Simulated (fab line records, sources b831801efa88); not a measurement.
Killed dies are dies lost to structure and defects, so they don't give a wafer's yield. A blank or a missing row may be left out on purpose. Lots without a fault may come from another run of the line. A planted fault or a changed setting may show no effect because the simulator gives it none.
Which tool did it? | flow gf180mcu | 13 lots, 39 wafers sampled, at 5 steps of a route of 602

WHAT THE GAUGES READ, wafer by wafer
GF_V4_THK_MEAS_25: measures by xrf. Usual: V4_W_THK 358 nm, standard deviation 5.9.
lot  | measured     | on            | V4_W_THK (nm) | flag
L163 | day 24 08:16 | film_metro-03 | 370 364 369   |
L164 | day 24 17:07 | film_metro-03 | 361 361 361   |
L167 | day 25 19:08 | film_metro-03 | 360 358 359   |
L170 | day 26 19:16 | film_metro-04 | 364 366 363   |
L171 | day 27 00:50 | film_metro-03 | 357 354 353   |
L172 | day 27 07:21 | film_metro-02 | 356 351 352   |
L174 | day 28 02:28 | film_metro-04 | 358 357 363   |
L175 | day 28 08:19 | film_metro-04 | 356 362 356   |
L179 | day 29 07:05 | film_metro-02 | 348 350 349   |
L181 | day 30 06:08 | film_metro-03 | 367 363 360   |
L183 | day 31 00:10 | film_metro-03 | 355 353 354   |
L185 | day 31 03:38 | film_metro-04 | 359 357 365   |
L186 | day 31 09:26 | film_metro-02 | 353 360 352   |

GF_MIM_THK_MEAS_06. Usual: MIM_CVD_05_THK 42.2 nm, standard deviation 0.54.
lot  | measured     | on            | MIM_CVD_05_THK (nm) | flag
L163 | day 24 08:53 | film_metro-02 | 42.6 43.1 42.5      |
L164 | day 24 17:44 | film_metro-03 | 42.5 41.6 43.2      |
L167 | day 25 19:44 | film_metro-02 | 41.9 42.2 42.3      |
L170 | day 26 19:52 | film_metro-02 | 41.9 41.4 42.2      |
L171 | day 27 01:28 | film_metro-01 | 41.8 41.7 42.4      |
L172 | day 27 07:58 | film_metro-03 | 42.0 42.4 42.1      |
L174 | day 28 03:05 | film_metro-03 | 41.3 41.4 42.2      |
L175 | day 28 08:56 | film_metro-03 | 41.5 41.7 42.2      |
L179 | day 29 07:42 | film_metro-02 | 41.3 51.3 42.0      | OFF
L181 | day 30 06:45 | film_metro-03 | 51.3 42.1 42.5      | OFF
L183 | day 31 00:47 | film_metro-01 | 42.3 43.1 42.4      |
L185 | day 31 04:15 | film_metro-01 | 41.6 42.4 42.3      |
L186 | day 31 10:04 | film_metro-02 | 41.2 43.0 41.8      |

GF_V5_CD_MEAS_14: target cd 260 nm. Usual: cd_nm 260.3 nm, standard deviation 1.2.
lot  | measured     | on        | cd_nm (nm)        | flag
L163 | day 27 02:07 | cd_sem-02 | 262.5 261.1 260.4 |
L164 | day 27 11:28 | cd_sem-02 | 260.0 259.7 259.3 |
L167 | day 28 09:19 | cd_sem-01 | 258.8 258.5 257.0 |
L170 | day 29 09:17 | cd_sem-02 | 258.2 257.1 257.5 |
L171 | day 29 14:48 | cd_sem-01 | 259.7 259.5 260.9 |
L172 | day 29 21:00 | cd_sem-02 | 260.1 260.2 258.3 |
L174 | day 30 13:43 | cd_sem-02 | 260.1 260.5 259.8 |
L175 | day 30 17:39 | cd_sem-01 | 261.8 260.9 261.5 |
L179 | day 31 15:58 | cd_sem-01 | 261.0 259.1 258.8 |
L181 | day 32 12:05 | cd_sem-01 | 260.7 261.1 261.3 |
L183 | day 33 05:39 | cd_sem-02 | 259.9 260.5 260.4 |
L185 | day 33 07:12 | cd_sem-01 | 261.2 262.3 261.7 |
L186 | day 33 12:39 | cd_sem-01 | 260.0 259.2 259.7 |

WHICH TOOL RAN EACH LOT (tool, then ch and the chambers of the sampled wafers, then the start)
lot  | GF_V2_CVD_02                    | GF_MIM_CVD_05
L163 | pecvd-01 ch 0,2, day 19 02:32   | pecvd-04 ch 0,1, day 24 08:50
L164 | pecvd-04 ch 0,1,2, day 19 12:02 | pecvd-02 ch 1,2, day 24 17:42
L167 | pecvd-04 ch 0,2, day 20 16:54   | pecvd-03 ch 0,1, day 25 19:42
L170 | pecvd-02 ch 0,1, day 21 21:11   | pecvd-02 ch 0,1, day 26 19:50
L171 | pecvd-02 ch 0,1, day 22 03:52   | pecvd-04 ch 0,1,2, day 27 01:26
L172 | pecvd-01 ch 0,1,2, day 22 11:21 | pecvd-02 ch 0,1,2, day 27 07:56
L174 | pecvd-01 ch 0,1,2, day 23 10:07 | pecvd-04 ch 0,1,2, day 28 03:02
L175 | pecvd-02 ch 0,2, day 23 14:52   | pecvd-04 ch 0,2, day 28 08:54
L179 | pecvd-04 ch 0,1, day 24 18:50   | pecvd-04 ch 0,2, day 29 07:40
L181 | pecvd-04 ch 0,1,2, day 25 15:32 | pecvd-04 ch 0,2, day 30 06:41
L183 | pecvd-01 ch 0,1,2, day 26 16:42 | pecvd-02 ch 0,1,2, day 31 00:44
L185 | pecvd-04 ch 1,2, day 26 18:22   | pecvd-03 ch 1,2, day 31 04:13
L186 | pecvd-01 ch 0,2, day 27 02:28   | pecvd-03 ch 0,1, day 31 10:00
- GF_V2_CVD_02: deposits SiO2 from TEOS, target thk 850 nm, time 94.851 s.
- GF_MIM_CVD_05: deposits Si3N4, target thk 42 nm, time 29.086 s.

WHAT THE TOOLS THEMSELVES READ (means of the sampled wafers that have a number; where no wafer has one, the mark that the record gives instead)
GF_V2_CVD_02. Usual: heater_power_outer_w 404 W, standard deviation 77; heater_power_w 687 W, standard deviation 130.
lot  | tool     | heater_power_outer_w (W) | heater_power_w (W) | flag
L163 | pecvd-01 | 452                      | 812                |
L164 | pecvd-04 | 373                      | 613                |
L167 | pecvd-04 | 345                      | 581                |
L170 | pecvd-02 | 308                      | 522                |
L171 | pecvd-02 | 289                      | 500                |
L172 | pecvd-01 | 462                      | 799                |
L174 | pecvd-01 | 435                      | 767                |
L175 | pecvd-02 | 397                      | 632                |
L179 | pecvd-04 | 329                      | 549                |
L181 | pecvd-04 | 393                      | 655                |
L183 | pecvd-01 | 458                      | 790                |
L185 | pecvd-04 | 416                      | 701                |
L186 | pecvd-01 | 469                      | 783                |

GF_MIM_CVD_05. Usual: heater_power_outer_w 359 W, standard deviation 54; heater_power_w 605 W, standard deviation 90.
lot  | tool     | heater_power_outer_w (W) | heater_power_w (W) | flag
L163 | pecvd-04 | 378                      | 657                |
L164 | pecvd-02 | 329                      | 563                |
L167 | pecvd-03 | 401                      | 679                |
L170 | pecvd-02 | 329                      | 533                |
L171 | pecvd-04 | 386                      | 648                |
L172 | pecvd-02 | 310                      | 510                |
L174 | pecvd-04 | 344                      | 578                |
L175 | pecvd-04 | 356                      | 594                |
L179 | pecvd-04 | 353                      | 573                |
L181 | pecvd-04 | 378                      | 617                |
L183 | pecvd-02 | 292                      | 497                |
L185 | pecvd-03 | 372                      | 674                |
L186 | pecvd-03 | 367                      | 645                |

THE ANSWER, worked out from the rows above alone
Rule: a lot is off if the mean of its wafers that have a number lies more than 3 standard deviations from the usual mean. A lot without any number at a reading at which 4 lots or more have one is off too. The other lots that the step has rows for count as sound. The gauges are gone through in route order, then the tools' own readings, and for those a lot's mean is taken as printed above. The first step at which some lot is off is used, and at that step the reading that is off furthest; a lot without a number counts as furthest.
Off: L179, L181, at GF_MIM_THK_MEAS_06 (MIM_CVD_05_THK).
A tool fits if, at a process step before that reading, it ran every lot that is off, and no sound lot after the first of them. The gauges at GF_MIM_THK_MEAS_06 are tried like those tools. One fits: pecvd-04 at GF_MIM_CVD_05. Its last sound lot is L175 (day 28 08:54), its first lot that is off L179 (day 29 07:40): a fault that began between those two fits.

WHAT THE SIMULATOR HAD PUT IN
Process parameter drift: pecvd-04, from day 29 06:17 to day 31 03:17, at GF_MIM_CVD_05. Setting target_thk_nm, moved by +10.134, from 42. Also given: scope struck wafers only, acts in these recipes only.
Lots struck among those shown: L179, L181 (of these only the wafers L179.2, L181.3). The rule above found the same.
